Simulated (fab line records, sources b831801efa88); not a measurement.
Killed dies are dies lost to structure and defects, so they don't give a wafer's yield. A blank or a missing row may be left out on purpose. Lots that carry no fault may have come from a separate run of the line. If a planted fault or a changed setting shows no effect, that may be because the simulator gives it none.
fab line records | flow sky130
record: lots: 12 wafers: 36 last-day: 50
route steps=708 shown LDD_HVN@276 POLY_CUT@315 SD_P@324 SD_N@353
lots untouched by any fault: they come from a run of this same line in which no faults occurred
start-h: the number of hours between the record's first day and the start of the first shown wafer of the lot | wait-h: hours since the lot's step before | " unchanged from the row above | L1.1+2: a single row standing in for several wafers | - no value, or no start was given | * or withheld: withheld | < > ~ a bound
route shown NAME@n: NAME is a module with steps in the file, n the number in the route of the first one | usual: mean and standard deviation over wafers with no fault | same: alike in all rows | chamber/n: place in a boat | sites: per-site readings | _std_site: the standard deviation of these | _edge_site: mean of outer sites minus mean of inner sites | radius-mm: for every site, how far away it sits from the centre of the wafer | mask NAME#n: copy n | behind: the last tool/chamber to shape the wafer | hold: what put the lot on hold/how long, in hours/how the hold closed | device: the transistor (n, p or np) that didn't switch | end of line: at the end of the route, the tests of the same wafers | where a step has no rows: the recipe by itself | killed: dies lost to structure and defects at the first sort, not the wafer's yield | map: per-die view of a wafer (x killed, . not killed, _ where there is no die)
set.NAME: setting as actually run; set.NAME@STEP: the setting as run at that earlier step | model.NAME: the simulator's own value behind a step, which no gauge read
steps of the route over a sample of lots; a table a step, a row a wafer
services: a tool's chamber out of use, with start hour (start-h, from the record's first day; less than 0 if before it), hours out, and reason
== steps ==
step: SKY_LDD_HVN_STRIP_09
recipe: chemistry: O2/N2 power-w: 1400 pressure-mtorr: 1500 platen-temp-c: withheld o2-flow-sccm: 3000 n2-flow-sccm: 300 overash-fraction: 0.5
usual: drypump-motor-current-A: 5.7/0.43 oes-product-au: 0.408/0.0047 strip-time-to-endpoint-s: 4.123/0.015
columns lot.wafer tool chamber start-h wait-h drypump-motor-current-A oes-product-au rf-hours-counter-h strip-time-to-endpoint-s
L476.1 plasma-asher-03 1 500.78 0.1 5.6 0.422 69 4.103
L476.4 " 1 " " 5.6 0.415 - 4.110
L476.5 " 0 " " 6.2 0.408 - 4.102
L478.2 plasma-asher-04 1 528.14 0.1 6.0 0.416 88 4.128
L478.5 " 1 " " 6.0 0.407 - 4.131
L478.6 " 0 " " 5.2 0.411 - 4.098
L477.1 plasma-asher-03 0 528.74 0.1 6.2 0.400 73 4.141
L477.4 " 0 " " 6.2 0.407 - 4.132
L477.5 " 1 " " 5.6 0.406 - 4.140
L481.1 plasma-asher-01 1 556.13 0.1 6.2 0.408 9 4.112
L481.3 " 1 " " 6.2 0.409 - 4.145
L481.5 " 0 " " 5.2 0.412 - 4.128
L485.3 plasma-asher-03 1 578.86 0.1 5.6 0.404 - 4.108
L485.5 " 1 " " 5.6 0.405 - 4.103
L485.6 " 0 " " 6.1 0.404 - 4.108
L486.3 plasma-asher-04 0 579.46 0.1 5.2 0.412 - 4.110
L486.5 " 1 " " 6.0 0.411 - 4.133
L486.6 " 0 " " 5.2 0.407 - 4.113
L488.1 plasma-asher-01 1 580.63 0.1 6.2 0.402 12 4.108
L488.2 " 0 " " 5.2 0.411 12 4.136
L488.3 " 1 " " 6.2 0.411 - 4.115
L494.1 plasma-asher-03 1 630.93 0.1 5.6 0.407 83 4.135
L494.4 " 0 " " 6.2 0.409 - 4.136
L494.5 " 1 " " 5.6 0.415 - 4.136
L495.2 plasma-asher-04 1 636.18 0.1 6.0 0.408 100 4.127
L495.4 " 1 " " 6.0 0.413 - 4.132
L495.5 " 0 " " 5.2 0.410 - 4.117
L496.1 plasma-asher-03 0 650.23 0.1 6.2 0.411 85 4.120
L496.3 " 1 " " 5.6 0.405 - 4.134
L496.5 " 0 " " 6.2 0.398 - 4.139
L497.1 plasma-asher-01 1 654.48 0.1 6.2 0.413 19 4.117
L497.2 " 0 " " 5.2 0.410 19 4.125
L497.6 " 1 " " 6.2 0.400 - 4.128
L498.1 plasma-asher-01 0 659.04 0.1 5.2 0.412 20 4.127
L498.2 " 1 " " 6.2 0.408 20 4.129
L498.6 " 0 " " 5.2 0.411 - 4.129
step: SKY_POLY_CUT_CD_MEAS_08
recipe: target-cd-nm: 270
usual: cd-nm: 269.8/1.3
columns lot.wafer tool chamber start-h wait-h cd-nm
L476.1 cd-sem-02 - 594.54 - 269.1
L476.4 " - " " 270.0
L476.5 " - " " 268.0
L478.2 cd-sem-02 - 618.81 - 270.6
L478.5 " - " " 269.3
L478.6 " - " " 270.6
L477.1 cd-sem-02 - 619.99 - 268.7
L477.4 " - " " 267.6
L477.5 " - " " 269.1
L481.1 cd-sem-02 - 646.26 - 269.4
L481.3 " - " " 270.6
L481.5 " - " " 270.4
L488.1 cd-sem-01 - 693.75 - 270.6
L488.2 " - " " 270.8
L488.3 " - " " 270.5
L485.3 cd-sem-02 - 694.03 - 271.0
L485.5 " - " " 270.7
L485.6 " - " " 269.2
L486.3 cd-sem-02 - 694.38 - 270.0
L486.5 " - " " 269.4
L486.6 " - " " 269.6
L494.1 cd-sem-02 - 716.82 - 272.2
L494.4 " - " " 272.5
L494.5 " - " " 271.1
L495.2 cd-sem-02 - 724.02 - 273.1
L495.4 " - " " 272.4
L495.5 " - " " 271.4
L496.1 cd-sem-01 - 737.15 - 267.6
L496.3 " - " " 269.9
L496.5 " - " " 269.0
L497.1 cd-sem-01 - 743.80 - 270.6
L497.2 " - " " 270.1
L497.6 " - " " 269.8
L498.1 cd-sem-02 - 748.25 - 268.1
L498.2 " - " " 268.2
L498.6 " - " " 268.3
step: SKY_SD_P_EXPOSE_04
recipe: mask-id: PSDM na: 0.6 source-shape: conventional sigma-outer: 0.6 polarization: unpolarized target-cd-nm: 380 dose-mj: 138
columns lot.wafer tool chamber start-h wait-h mask
L476.1+4+5 iline-stepper-01 0 609.27 - PSDM#0
L478.2+5+6 iline-stepper-02 0 633.73 - PSDM#0
L477.1+4+5 iline-stepper-02 0 635.04 - PSDM#0
L481.1+3+5 iline-stepper-02 0 660.07 - PSDM#0
L488.1+2+3 iline-stepper-01 0 707.12 - PSDM_R1#0
L485.3+5+6 iline-stepper-01 0 707.49 - PSDM#0
L486.3+5+6 iline-stepper-01 0 707.63 - PSDM#0
L494.1+4+5 iline-stepper-02 0 730.89 - PSDM#0
L495.2+4+5 iline-stepper-01 0 737.89 - PSDM#0
L496.1+3+5 iline-stepper-01 0 752.14 - PSDM#0
L497.1+2+6 iline-stepper-01 0 757.85 - PSDM#0
L498.1+2+6 iline-stepper-01 0 762.50 - PSDM#0
step: SKY_SD_P_CD_MEAS_07
recipe: target-cd-nm: 380
usual: cd-nm: 381.2/2.6
columns lot.wafer tool chamber start-h wait-h cd-nm
L476.1 cd-sem-02 - 623.94 0.1 383.1
L476.4 " - " " 380.8
L476.5 " - " " 381.7
L478.2 cd-sem-02 - 648.12 0.1 379.9
L478.5 " - " " 379.1
L478.6 " - " " 378.7
L477.1 cd-sem-02 - 649.35 0.1 379.5
L477.4 " - " " 380.0
L477.5 " - " " 380.9
L481.1 cd-sem-02 - 672.79 0.1 380.7
L481.3 " - " " 382.2
L481.5 " - " " 380.7
L488.1 cd-sem-02 - 720.55 0.1 405.9
L488.2 " - " " 408.5
L488.3 " - " " 408.4
L485.3 cd-sem-01 - 721.08 0.1 385.9
L485.5 " - " " 387.1
L485.6 " - " " 388.7
L486.3 cd-sem-02 - 721.38 0.1 378.5
L486.5 " - " " 382.0
L486.6 " - " " 381.0
L494.1 cd-sem-01 - 744.14 0.1 379.5
L494.4 " - " " 378.0
L494.5 " - " " 381.1
L495.2 cd-sem-01 - 752.22 0.1 383.0
L495.4 " - " " 380.8
L495.5 " - " " 379.9
L496.1 cd-sem-02 - 765.40 0.1 381.4
L496.3 " - " " 383.9
L496.5 " - " " 384.0
L497.1 cd-sem-01 - 769.95 0.1 381.4
L497.2 " - " " 380.3
L497.6 " - " " 382.1
L498.1 cd-sem-02 - 774.00 0.1 379.9
L498.2 " - " " 378.6
L498.6 " - " " 382.6
step: SKY_SD_N_STRIP_11
recipe: chemistry: O2/N2 power-w: 1400 pressure-mtorr: 1500 platen-temp-c: withheld o2-flow-sccm: 3000 n2-flow-sccm: 300 overash-fraction: 0.5
usual: drypump-motor-current-A: 5.5/0.53 oes-product-au: 0.527/0.0047 strip-time-to-endpoint-s: 22.56/0.042
columns lot.wafer tool chamber start-h wait-h drypump-motor-current-A oes-product-au rf-hours-counter-h strip-time-to-endpoint-s
L476.1 plasma-asher-04 0 677.31 0.1 5.2 0.529 104 22.61
L476.4 " 1 " " 6.0 0.527 - 22.60
L476.5 " 1 " " 6.0 0.535 - 22.59
L478.2 plasma-asher-04 1 703.52 0.1 6.0 0.528 106 22.51
L478.5 " 0 " " 5.2 0.525 - 22.54
L478.6 " 1 " " 6.0 0.528 - 22.47
L477.1 plasma-asher-02 0 703.82 0.1 4.8 0.532 55 22.51
L477.4 " 1 " " 5.9 0.531 - 22.56
L477.5 " 0 " " 4.7 0.537 - 22.59
L481.1 plasma-asher-01 0 729.85 0.1 5.3 0.527 27 22.64
L481.3 " 1 " " 6.2 0.527 - 22.62
L481.5 " 1 " " 6.2 0.515 - 22.60
L488.1 plasma-asher-04 0 774.75 0.1 5.2 0.520 3 22.60
L488.2 " 1 " " 6.0 0.535 3 22.55
L488.3 " 0 " " 5.2 0.528 - 22.54
L485.3 plasma-asher-01 1 775.08 0.1 6.2 0.529 - 22.49
L485.5 " 1 " " 6.2 0.530 - 22.51
L485.6 " 0 " " 5.2 0.526 - 22.55
L486.3 plasma-asher-01 0 776.24 0.1 5.2 0.531 - 22.60
L486.5 " 1 " " 6.2 0.517 - 22.60
L486.6 " 0 " " 5.3 0.524 - 22.59
L494.1 plasma-asher-02 1 795.86 0.1 5.9 0.525 66 22.60
L494.4 " 1 " " 5.9 0.518 - 22.61
L494.5 " 0 " " 4.8 0.532 - 22.56
L495.2 plasma-asher-01 1 806.01 0.1 6.2 0.523 35 22.55
L495.4 " 1 " " 6.2 0.523 - 22.55
L495.5 " 0 " " 5.3 0.531 - 22.56
L496.1 plasma-asher-01 1 818.16 0.1 6.2 0.530 37 22.56
L496.3 " 0 " " 5.3 0.519 - 22.54
L496.5 " 0 " " 5.3 0.530 - 22.57
L497.1 plasma-asher-04 0 823.31 0.1 5.2 0.534 8 22.55
L497.2 " 1 " " 6.0 0.532 8 22.56
L497.6 " 1 " " 6.0 0.527 - 22.58
L498.1 plasma-asher-01 1 825.96 0.1 6.2 0.527 38 22.54
L498.2 " 0 " " 5.3 0.530 38 22.59
L498.6 " 0 " " 5.2 0.525 - 22.56
== services ==
columns tool chamber start-h hours kind
plasma-asher-01 - 477.49 2.8 pm
iline-stepper-01 - 492.49 4.2 repair
plasma-asher-01 - 510.01 28.1 pm
plasma-asher-02 - 512.90 14.6 pm
iline-stepper-02 - 566.87 14.5 repair
plasma-asher-02 - 572.46 1.9 repair
iline-stepper-02 - 588.56 5.1 repair
plasma-asher-03 - 598.28 5.3 repair
plasma-asher-02 - 608.76 2.2 repair
iline-stepper-01 0 615.65 - calibration
iline-stepper-01 - 624.35 1.7 pm
plasma-asher-02 - 668.94 2.8 pm
iline-stepper-02 - 683.69 1.7 pm
iline-stepper-01 - 689.41 8.9 pm
iline-stepper-02 - 707.05 7.4 repair
plasma-asher-03 - 732.74 14.6 pm
plasma-asher-04 - 733.75 9.0 pm
plasma-asher-04 0 733.75 9.0 vent-cycle
plasma-asher-04 1 733.75 9.0 vent-cycle
iline-stepper-02 - 739.09 27.6 repair
plasma-asher-04 - 742.75 2.8 pm
plasma-asher-03 - 812.74 8.1 repair
plasma-asher-02 - 818.87 38.9 pm
iline-stepper-01 0 822.57 - calibration
== key ==
first-sign: step: SKY_SD_P_EXPOSE_04 reading: mask direction: changed
effect: step: SKY_SD_P_CD_MEAS_07 reading: cd-nm direction: up sigmas: 10 usual: 381.2 struck: 407.6
met-at SKY_SD_P_EXPOSE_04
struck-lots L488
tester-left-out L488
not-acting-at SKY_LDD_HVN_STRIP_09,SKY_POLY_CUT_CD_MEAS_08,SKY_SD_N_STRIP_11
onset-between 609.27 707.12
fault: kind: wrong-mask tool: any chamber: - onset-h: 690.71 steps: SKY_SD_P_EXPOSE_04 aux-copy: PSDM_R1#0 cd-offset-nm: 27 scope: struck-lots-only
tester-left-out: of these lots the tester's yield and bins aren't shown, on N5 and GAA mostly nor the transistor test; their killed dies are dies lost to structure and defects alone, not to doping, threshold or leakage, so they don't give the yield
